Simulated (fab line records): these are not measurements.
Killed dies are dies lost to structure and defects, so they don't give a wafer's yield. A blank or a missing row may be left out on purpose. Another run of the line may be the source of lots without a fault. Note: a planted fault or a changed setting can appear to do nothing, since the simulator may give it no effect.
What tool caused it?	flow gf180mcu	Sampling: 24 lots, 72 wafers, 6 of 602 route steps

== WHAT THE GAUGES READ, wafer by wafer ==
GF_V3_THK_MEAS_01.
lot	measured	on	V3_CVD_00_THK (nm)
L074	day 21 05:31	film metro-01	596 592 593
L075	day 22 00:08	film metro-02	593 610 588
L076	day 22 03:17	film metro-02	601 597 597
L077	day 22 16:03	film metro-02	605 603 606
L078	day 22 23:29	film metro-01	597 596 599
L079	day 23 09:51	film metro-03	585 590 589
L080	day 23 14:50	film metro-01	594 590 605
L081	day 24 06:26	film metro-01	597 598 604
L082	day 24 08:53	film metro-02	594 603 596
L083	day 24 17:45	film metro-03	600 601 601
L084	day 25 00:16	film metro-03	601 590 589
L085	day 25 10:14	film metro-03	599 605 598
L086	day 25 20:06	film metro-02	606 593 602
L087	day 26 05:39	film metro-01	611 614 606
L088	day 26 09:01	film metro-03	611 604 593
L089	day 26 14:24	film metro-03	601 604 611
L090	day 27 00:23	film metro-02	604 598 600
L091	day 27 06:44	film metro-03	610 603 603
L092	day 27 16:25	film metro-02	602 603 606
L093	day 28 03:14	film metro-03	604 602 599
L094	day 28 04:52	film metro-01	597 600 595
L095	day 28 07:40	film metro-01	616 604 601
L096	day 28 18:52	film metro-02	600 599 606
L097	day 29 04:10	film metro-02	603 601 603

GF_PASSIVATION_BOW_MEAS_14.
lot	measured	on	PASSIVATION_BOW (um)
L074	day 28 22:05	film metro-01	151 148 154
L075	day 29 12:13	film metro-01	154 142 134
L076	day 29 18:05	film metro-01	147 135 149
L077	day 30 03:22	film metro-04	148 149 156
L078	day 30 06:10	film metro-04	136 147 131
L079	day 30 15:50	film metro-04	135 123 124
L080	day 30 21:10	film metro-01	135 141 133
L081	day 31 09:05	film metro-04	154 154 145
L082	day 31 11:03	film metro-01	118 140 127
L083	day 31 19:47	film metro-02	124 146 128
L084	day 31 22:26	film metro-04	139 135 145
L085	day 32 07:56	film metro-02	154 126 132
L086	day 32 14:47	film metro-01	137 136 139
L087	day 32 23:11	film metro-04	108 111 109
L088	day 33 02:58	film metro-02	138 134 124
L089	day 33 04:01	film metro-01	136 146 146
L090	day 33 10:26	film metro-04	119 131 136
L091	day 33 19:16	film metro-02	135 143 144
L092	day 34 00:58	film metro-04	130 156 154
L093	day 34 10:04	film metro-04	153 153 145
L094	day 34 11:33	film metro-01	156 163 152
L095	day 34 15:49	film metro-01	114 133 124
L096	day 34 22:43	film metro-02	146 134 136
L097	day 35 04:52	film metro-04	144 145 146

== WHAT TOOL EACH LOT RAN ON (gives the tool, then ch and the chambers of the sampled wafers, and finally the start) ==
lot	GF_M2_SPUTTER_03	GF_M3_STRIP_17	GF_M4_SPUTTER_02	GF_MIM_STRIP_20
L074	pvd sputter-04, day 18 00:53	plasma asher-01 ch 0,1, day 21 04:56	pvd sputter-04, day 22 06:55	plasma asher-03 ch 0,1, day 25 06:28
L075	pvd sputter-02, day 18 20:02	plasma asher-01 ch 0,1, day 21 23:29	pvd sputter-02, day 23 01:44	plasma asher-01 ch 0,1, day 25 22:41
L076	pvd sputter-03, day 18 23:46	plasma asher-03 ch 0,1, day 22 02:41	pvd sputter-02, day 23 05:05	plasma asher-04 ch 0,1, day 26 03:32
L077	pvd sputter-03, day 19 12:23	plasma asher-01 ch 0,1, day 22 15:28	pvd sputter-04, day 23 17:10	plasma asher-01 ch 0,1, day 26 14:32
L078	pvd sputter-04, day 19 20:28	plasma asher-01 ch 0,1, day 22 22:50	pvd sputter-04, day 24 00:10	plasma asher-01 ch 0,1, day 26 18:35
L079	pvd sputter-04, day 20 07:18	plasma asher-04 ch 0,1, day 23 09:05	pvd sputter-02, day 24 10:56	plasma asher-04 ch 0,1, day 27 04:31
L080	pvd sputter-02, day 20 13:34	plasma asher-03 ch 0,1, day 23 14:08	pvd sputter-02, day 24 15:22	plasma asher-01 ch 0,1, day 27 09:35
L081	pvd sputter-03, day 21 05:41	plasma asher-03 ch 0,1, day 24 05:49	pvd sputter-02, day 25 06:46	plasma asher-01 ch 0,1, day 27 23:20
L082	pvd sputter-04, day 21 07:57	plasma asher-01 ch 0,1, day 24 08:17	pvd sputter-04, day 25 08:19	plasma asher-01 ch 0,1, day 28 01:40
L083	pvd sputter-04, day 21 16:53	plasma asher-04 ch 0,1, day 24 17:08	pvd sputter-03, day 25 17:29	plasma asher-03 ch 0,1, day 28 10:38
L084	pvd sputter-02, day 22 00:56	plasma asher-01 ch 0,1, day 24 23:40	pvd sputter-04, day 25 23:37	plasma asher-01 ch 0,1, day 28 15:25
L085	pvd sputter-03, day 22 11:33	plasma asher-04 ch 0,1, day 25 09:38	pvd sputter-04, day 26 09:16	plasma asher-03 ch 0,1, day 29 01:34
L086	pvd sputter-03, day 22 21:49	plasma asher-01 ch 0,1, day 25 19:29	pvd sputter-02, day 26 19:05	plasma asher-01 ch 0,1, day 29 09:35
L087	pvd sputter-02, day 23 08:50	plasma asher-04 ch 0,1, day 26 05:02	pvd sputter-04, day 27 05:32	plasma asher-03 ch 0,1, day 29 19:43
L088	pvd sputter-02, day 23 13:30	plasma asher-01 ch 0,1, day 26 08:25	pvd sputter-03, day 27 07:59	plasma asher-04 ch 0,1, day 29 22:28
L089	pvd sputter-03, day 23 16:51	plasma asher-03 ch 0,1, day 26 13:45	pvd sputter-04, day 27 12:25	plasma asher-01 ch 1, day 30 01:32
L090	pvd sputter-03, day 24 03:47	plasma asher-03 ch 0,1, day 26 23:47	pvd sputter-02, day 27 21:50	plasma asher-03 ch 0,1, day 30 10:02
L091	pvd sputter-02, day 24 11:49	plasma asher-04 ch 0,1, day 27 06:08	pvd sputter-02, day 28 04:40	plasma asher-01 ch 0,1, day 30 17:17
L092	pvd sputter-02, day 24 21:26	plasma asher-01 ch 0,1, day 27 15:47	pvd sputter-03, day 28 14:15	plasma asher-03 ch 0,1, day 31 00:38
L093	pvd sputter-02, day 25 09:18	plasma asher-01 ch 0,1, day 28 02:36	pvd sputter-03, day 29 00:44	plasma asher-01 ch 0,1, day 31 11:52
L094	pvd sputter-04, day 25 10:32	plasma asher-01 ch 0,1, day 28 03:55	pvd sputter-04, day 29 02:53	plasma asher-04 ch 0,1, day 31 13:16
L095	pvd sputter-03, day 25 15:33	plasma asher-01 ch 0,1, day 28 07:01	pvd sputter-02, day 29 05:50	plasma asher-03 ch 0, day 31 15:52
L096	pvd sputter-02, day 26 02:40	plasma asher-04 ch 0,1, day 28 17:55	pvd sputter-02, day 29 16:52	plasma asher-03 ch 0,1, day 32 01:07
L097	pvd sputter-02, day 26 11:42	plasma asher-03 ch 1, day 29 03:25	pvd sputter-04, day 30 01:08	plasma asher-01 ch 0,1, day 32 10:05
- GF_M2_SPUTTER_03: material Ti, target thk 10 nm, time 6.7 s.
- GF_M3_STRIP_17: strips in O2/N2.
- GF_M4_SPUTTER_02: material AlCu, target thk 450 nm, time 23.9 s.
- GF_MIM_STRIP_20: strips in O2/N2.

== WHAT THE TOOLS THEMSELVES READ (means of the sampled wafers that have a number; where no wafer has one, the mark that the record gives instead) ==
GF_M2_SPUTTER_03.
lot	tool	cathode dc power W (W)	throttle valve pct (%)
L074	pvd sputter-04	3000.1	30.1
L075	pvd sputter-02	3000.2	29.9
L076	pvd sputter-03	2999.9	30.2
L077	pvd sputter-03	3000.0	29.6
L078	pvd sputter-04	2999.6	30.5
L079	pvd sputter-04	3000.2	30.2
L080	pvd sputter-02	3000.3	29.8
L081	pvd sputter-03	2999.4	31.5
L082	pvd sputter-04	3000.3	30.6
L083	pvd sputter-04	3000.2	30.2
L084	pvd sputter-02	2999.8	30.5
L085	pvd sputter-03	2999.8	30.5
L086	pvd sputter-03	3000.0	30.3
L087	pvd sputter-02	2999.7	29.5
L088	pvd sputter-02	2999.7	30.6
L089	pvd sputter-03	3000.3	31.0
L090	pvd sputter-03	3000.9	29.8
L091	pvd sputter-02	2999.9	29.5
L092	pvd sputter-02	3000.2	30.4
L093	pvd sputter-02	2999.5	29.7
L094	pvd sputter-04	3000.8	30.0
L095	pvd sputter-03	2999.9	31.1
L096	pvd sputter-02	2999.6	30.1
L097	pvd sputter-02	3000.4	29.8

GF_M3_STRIP_17.
lot	tool	drypump motor current A (A)	heater power w (W)	oes product au (a.u.)	strip time to endpoint s (s)
L074	plasma asher-01	6.0	356	0.561	7.85
L075	plasma asher-01	5.7	342	0.558	7.90
L076	plasma asher-03	5.5	385	0.556	7.82
L077	plasma asher-01	5.7	343	0.560	7.88
L078	plasma asher-01	6.0	358	0.562	7.88
L079	plasma asher-04	6.3	328	0.556	7.87
L080	plasma asher-03	5.6	388	0.559	7.82
L081	plasma asher-03	5.6	387	0.557	7.91
L082	plasma asher-01	6.0	358	0.555	7.85
L083	plasma asher-04	6.2	309	0.561	7.90
L084	plasma asher-01	5.7	343	0.554	7.82
L085	plasma asher-04	6.2	313	0.559	7.91
L086	plasma asher-01	5.7	336	0.561	7.91
L087	plasma asher-04	6.3	321	0.557	7.81
L088	plasma asher-01	6.0	358	0.564	7.91
L089	plasma asher-03	5.6	381	0.559	7.85
L090	plasma asher-03	5.7	390	0.555	7.91
L091	plasma asher-04	6.2	308	0.559	7.88
L092	plasma asher-01	5.7	344	0.557	7.89
L093	plasma asher-01	5.7	348	0.553	7.81
L094	plasma asher-01	6.0	356	0.559	7.86
L095	plasma asher-01	5.7	343	0.564	7.88
L096	plasma asher-04	6.3	327	0.556	7.86
L097	plasma asher-03	5.9	393	0.562	7.90

GF_M4_SPUTTER_02.
lot	tool	cathode dc power W (W)	throttle valve pct (%)
L074	pvd sputter-04	10599	31.4
L075	pvd sputter-02	10600	29.9
L076	pvd sputter-02	10599	30.2
L077	pvd sputter-04	10600	30.2
L078	pvd sputter-04	10600	30.2
L079	pvd sputter-02	10600	29.8
L080	pvd sputter-02	10601	30.2
L081	pvd sputter-02	10603	30.1
L082	pvd sputter-04	10600	31.0
L083	pvd sputter-03	10601	30.7
L084	pvd sputter-04	10601	30.9
L085	pvd sputter-04	10602	30.6
L086	pvd sputter-02	10600	29.9
L087	pvd sputter-04	10601	30.5
L088	pvd sputter-03	10601	30.5
L089	pvd sputter-04	10600	30.4
L090	pvd sputter-02	10599	29.7
L091	pvd sputter-02	10598	30.3
L092	pvd sputter-03	10599	31.0
L093	pvd sputter-03	10602	30.1
L094	pvd sputter-04	10600	31.0
L095	pvd sputter-02	10600	29.5
L096	pvd sputter-02	10600	30.1
L097	pvd sputter-04	10598	30.5

GF_MIM_STRIP_20.
lot	tool	drypump motor current A (A)	heater power w (W)	oes product au (a.u.)	strip time to endpoint s (s)
L074	plasma asher-03	5.6	386	0.697	11.24
L075	plasma asher-01	6.0	356	0.695	11.27
L076	plasma asher-04	6.3	324	0.692	11.22
L077	plasma asher-01	5.7	344	0.689	11.15
L078	plasma asher-01	5.7	346	0.686	11.14
L079	plasma asher-04	6.2	313	0.694	11.23
L080	plasma asher-01	6.0	360	0.687	11.19
L081	plasma asher-01	6.0	359	0.693	11.20
L082	plasma asher-01	6.0	364	0.687	11.16
L083	plasma asher-03	5.6	386	0.692	11.21
L084	plasma asher-01	5.7	342	0.698	11.25
L085	plasma asher-03	5.7	394	0.690	11.16
L086	plasma asher-01	6.0	359	0.692	11.17
L087	plasma asher-03	5.6	387	0.691	11.20
L088	plasma asher-04	6.4	327	0.694	11.29
L089	plasma asher-01	5.4	329	0.690	11.20
L090	plasma asher-03	5.6	385	0.691	11.30
L091	plasma asher-01	5.7	340	0.694	11.27
L092	plasma asher-03	5.7	391	0.697	11.19
L093	plasma asher-01	6.0	350	0.688	11.18
L094	plasma asher-04	6.2	309	0.694	11.27
L095	plasma asher-03	5.4	387	0.690	11.25
L096	plasma asher-03	5.7	391	0.685	11.20
L097	plasma asher-01	5.7	342	0.690	11.23

== THE ANSWER, worked out from the rows above alone ==
Rule: the usual values come from the lots themselves. The widest of any qualifying gaps counts: lots, ordered by their means at a reading, are off when they make up no more than a third of the lots, leave a main group of 4 or more, and stand apart from it by 3 or more times the standard deviation of that group's means. Not used: any main group whose means are identical at the precision the tables above print for the reading. Also off: a lot with no number at a reading for which 4 or more lots have one. All remaining lots with rows at the step are treated as sound. After the gauges, taken in route order, come the tools' own readings; for these a lot's mean is taken, as printed above. At the first step where some lot is off, the reading lying furthest off is the one used; lots without a number count as furthest.
No lot is off on any of the readings shown, so nothing can be concluded from this.

== WHAT THE SIMULATOR PUT IN ==
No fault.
